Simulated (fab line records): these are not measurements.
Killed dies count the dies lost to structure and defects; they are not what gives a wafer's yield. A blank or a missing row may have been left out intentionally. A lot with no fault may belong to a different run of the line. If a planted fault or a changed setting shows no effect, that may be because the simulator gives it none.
Which tool is to blame? ; flow gf180mcu ; 14 lots with 41 wafers sampled at 4 steps, on a route of 602 steps

## WHAT THE GAUGES SHOWED, per wafer
GF_V5_CD_MEAS_14: the cd target is 260 nm. Usual: cd-nm 259.8 nm, standard deviation 0.99.
lot;measured;on;cd-nm (nm);flag
L948;day 27 09:20;cd-sem-01;260.3 261.7 261.4;
L949;day 27 20:17;cd-sem-01;259.5 259.6 260.4;
L951;day 28 17:20;cd-sem-02;258.3 259.4 258.8;
L953;day 28 22:26;cd-sem-02;259.9 260.2 259.9;
L954;day 29 06:53;cd-sem-01;261.2 260.1 260.4;
L958;day 30 09:18;cd-sem-02;260.7 259.2 261.2;
L963;day 31 15:34;cd-sem-02;259.3 258.8 259.0;
L964;day 32 02:22;cd-sem-02;260.2 260.8 260.5;
L966;day 32 08:33;cd-sem-01;259.5 259.1 258.9;
L967;day 32 17:34;cd-sem-01;259.6 260.2 259.7;
L969;day 32 23:37;cd-sem-01;260.7 260.0 259.8;
L968;day 33 00:14;cd-sem-02;258.5 258.4 259.6;
L970;day 33 02:57;cd-sem-02;259.8 259.6;
L971;day 33 03:17;cd-sem-01;259.1 259.0 259.3;

GF_TOP_METAL_RS_MEAS_05: the measuring method here is four-point-probe. Usual: TOP_METAL_ALCU_RS 0.03277 ohm/sq, standard deviation 0.0003.
lot;measured;on;TOP_METAL_ALCU_RS (ohm/sq);flag
L948;day 27 11:06;film-metro-03;0.03249 0.03231 0.03254;
L949;day 27 22:02;film-metro-02;0.03362 0.03356 0.03291;
L951;day 28 19:13;film-metro-01;0.03267 0.0324 0.0328;
L953;day 29 00:39;film-metro-01;0.033 0.03263 0.03283;
L954;day 29 08:40;film-metro-02;0.0328 0.03265 0.03274;
L958;day 30 11:08;film-metro-02;0.0331 0.03332 0.03316;
L963;day 31 17:19;film-metro-02;0.03259 0.03267 0.03274;
L964;day 32 04:46;film-metro-03;0.03291 0.03301 0.03295;
L966;day 32 10:23;film-metro-02;0.03278 0.03248 0.0328;
L967;day 32 19:21;film-metro-02;0.03278 0.03277 0.03272;
L969;day 33 01:23;film-metro-02;0.03247 0.03278 0.0324;
L968;day 33 01:59;film-metro-03;0.03202 0.03238 0.03243;
L970;day 33 04:42;film-metro-03;0.03319 0.03321;
L971;day 33 05:05;film-metro-01;0.03256 0.03248 0.03317;

GF_PASSIVATION_THK_MEAS_01. Usual: PASSIVATION_CVD_00_THK 999 nm, standard deviation 11.
lot;measured;on;PASSIVATION_CVD_00_THK (nm);flag
L948;day 28 08:11;film-metro-02;999 1009 1007;
L949;day 28 19:23;film-metro-02;978 979 970;
L951;day 29 15:20;film-metro-04;1004 1013 1021;
L953;day 29 20:47;film-metro-01;1001 1025 1009;
L954;day 30 04:24;film-metro-02;987 1005 1008;
L958;day 31 06:20;film-metro-01;982 988 1002;
L963;day 32 11:13;film-metro-01;986 991 1006;
L964;day 32 22:14;film-metro-04;1003 1014 1005;
L966;day 33 03:34;film-metro-02;992 1003 998;
L967;day 33 11:31;film-metro-04;1008 987 990;
L969;day 33 18:01;film-metro-04;1014 1018 1015;
L968;day 33 19:01;film-metro-01;985 999 987;
L970;day 33 21:17;film-metro-02;998 1006;
L971;day 33 23:23;film-metro-01;1003 1005 1022;

## WHAT TOOL EACH LOT RAN ON (gives the tool, then ch and the chambers of the sampled wafers, and finally the start)
lot;GF_V5_CVD_23
L948;cvd-w-02 ch 0,1, day 27 10:17
L949;cvd-w-01 ch 0,1, day 27 21:13
L951;cvd-w-01 ch 0, day 28 18:17
L953;cvd-w-01 ch 0,1, day 28 23:50
L954;cvd-w-01 ch 0,1, day 29 07:50
L958;cvd-w-01 ch 0,1, day 30 10:20
L963;cvd-w-02 ch 0,1, day 31 16:29
L964;cvd-w-02 ch 0,1, day 32 03:19
L966;cvd-w-02 ch 0,1, day 32 09:28
L967;cvd-w-02 ch 0,1, day 32 18:31
L969;cvd-w-02 ch 0,1, day 33 00:34
L968;cvd-w-01 ch 0,1, day 33 01:10
L970;cvd-w-01 ch 0,1, day 33 03:53
L971;cvd-w-02 ch 0,1, day 33 04:12
- GF_V5_CVD_23: deposits W, target thk 350 nm, time 104.9 s.

## WHAT THE TOOLS THEMSELVES READ (means of the sampled wafers that have a number; where no wafer has one, the mark that the record gives instead)
GF_V5_CVD_23. Usual: heater-power-w 927 W, standard deviation 96.
lot;tool;heater-power-w (W);flag
L948;cvd-w-02;928;
L949;cvd-w-01;942;
L951;cvd-w-01;1040;
L953;cvd-w-01;941;
L954;cvd-w-01;859;
L958;cvd-w-01;972;
L963;cvd-w-02;921;
L964;cvd-w-02;944;
L966;cvd-w-02;941;
L967;cvd-w-02;936;
L969;cvd-w-02;930;
L968;cvd-w-01;863;
L970;cvd-w-01;902;
L971;cvd-w-02;932;

## THE ANSWER, worked out from the rows above alone
Rule: take the mean of a lot's wafers that have a number; if it is more than 3 standard deviations from the usual mean, the lot is off. A lot without any number at a reading at which 4 lots or more have one is off too. The other lots that the step has rows for count as sound. First the gauges in route order, then the tools' own readings, where a lot's mean is used as printed above. At the first step where some lot is off, the reading lying furthest off is the one used; lots without a number count as furthest.
No lot is off at any reading shown: from this, nothing can be told.

## WHAT HAD BEEN PUT IN BY THE SIMULATOR
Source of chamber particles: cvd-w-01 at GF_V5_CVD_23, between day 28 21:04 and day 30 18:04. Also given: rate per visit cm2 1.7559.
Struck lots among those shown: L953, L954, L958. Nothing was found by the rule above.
